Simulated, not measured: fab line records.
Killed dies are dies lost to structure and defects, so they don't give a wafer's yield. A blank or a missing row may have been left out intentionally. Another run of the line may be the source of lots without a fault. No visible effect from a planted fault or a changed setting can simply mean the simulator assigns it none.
The same fault as seen by 2 desks | flow sky130 | every desk sees just its own numbers, and what lay behind them comes last

DESK OF THE TOOL OWNER: implanter-04
The tool's own readings at SKY_LDD_N_IMPLANT_11: means of the sampled wafers that have a number, for each lot that ran on this tool. The brackets show how far a lot's mean lies from the usual mean; more than 4 standard deviations puts the lot out of limits, marked OUT.
Columns: A = beam on s at SKY_LDD_N_IMPLANT_11, usual 9.96 s; B = dose ions cm2 at SKY_LDD_N_IMPLANT_11, usual 7.5e+13; C = faraday current uA at SKY_LDD_N_IMPLANT_11, usual 424
lot  | first seen here | A                | B                         | C
L501 | day 17 15:13    | 10.02            | 7.5e+13                   | 423
L508 | day 19 17:14    | 10.84 (+4.4) OUT | 1.1e+14 (+99 or more) OUT | 553 (+15) OUT
L507 | day 19 19:40    | 10.78 (+4.1) OUT | 1.1e+14 (+99 or more) OUT | 556 (+16) OUT
L518 | day 24 13:10    | 9.87             | 7.5e+13                   | 428
L519 | day 24 20:50    | 9.92             | 7.5e+13                   | 426
L524 | day 26 03:20    | 10.07            | 7.5e+13                   | 421
Finding of this desk: L507, L508 out of limits; the first was L508 at day 19 17:14, on beam on s at SKY_LDD_N_IMPLANT_11. L501, L518, L519, L524 stayed within limits.

METROLOGY DESK
Lot by lot, what the gauges showed, no matter which tool ran the lot: averages of those sampled wafers that carry a number. The brackets show how far a lot's mean lies from the usual mean; more than 4 standard deviations puts the lot out of limits, marked OUT.
Columns: A = GATE_OXIDE_OXIDATION_00_THK at SKY_GATE_OXIDE_THK_MEAS_02, usual 10.28 nm; B = POLY_GATE_CVD_00_THK at SKY_POLY_GATE_THK_MEAS_01, usual 180.1 nm
lot  | first seen here | A     | B
L501 | day 12 11:07    | 10.09 | 181.8
L502 | day 12 19:12    | 10.35 | 180.3
L504 | day 13 07:11    | 10.20 | 182.4
L507 | day 14 13:26    | 10.63 | 182.2
L508 | day 14 13:58    | 10.24 | 182.1
L510 | day 15 14:26    | 10.38 | 180.3
L517 | day 18 15:19    | 10.49 | 178.4
L518 | day 19 02:12    | 10.59 | 180.7
L519 | day 19 08:16    | 10.26 | 180.8
L523 | day 20 13:32    | 10.20 | 178.6
L524 | day 20 20:14    | 10.13 | 180.3
Result from this desk: across the 11 lots, nothing is out of limits.

ALL TOGETHER
An alarm could have come from the tool owner's desk at day 19 17:14, on L507, L508.
From the metrology desk's view, nothing was out of limits.
The metrology desk holds a record of L507, L508, inside its limits.
SKY_LDD_N_IMPLANT_11 was run on implanter-04 by each of the lots named.

WHAT THE SIMULATOR HAD INSERTED
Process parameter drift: implanter-04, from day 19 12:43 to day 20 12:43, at SKY_LDD_N_IMPLANT_11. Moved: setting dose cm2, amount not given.
Lots struck among those shown: L507, L508.
Hours from the fault's start to each desk's first reading out of limits: the tool owner's desk, 5.
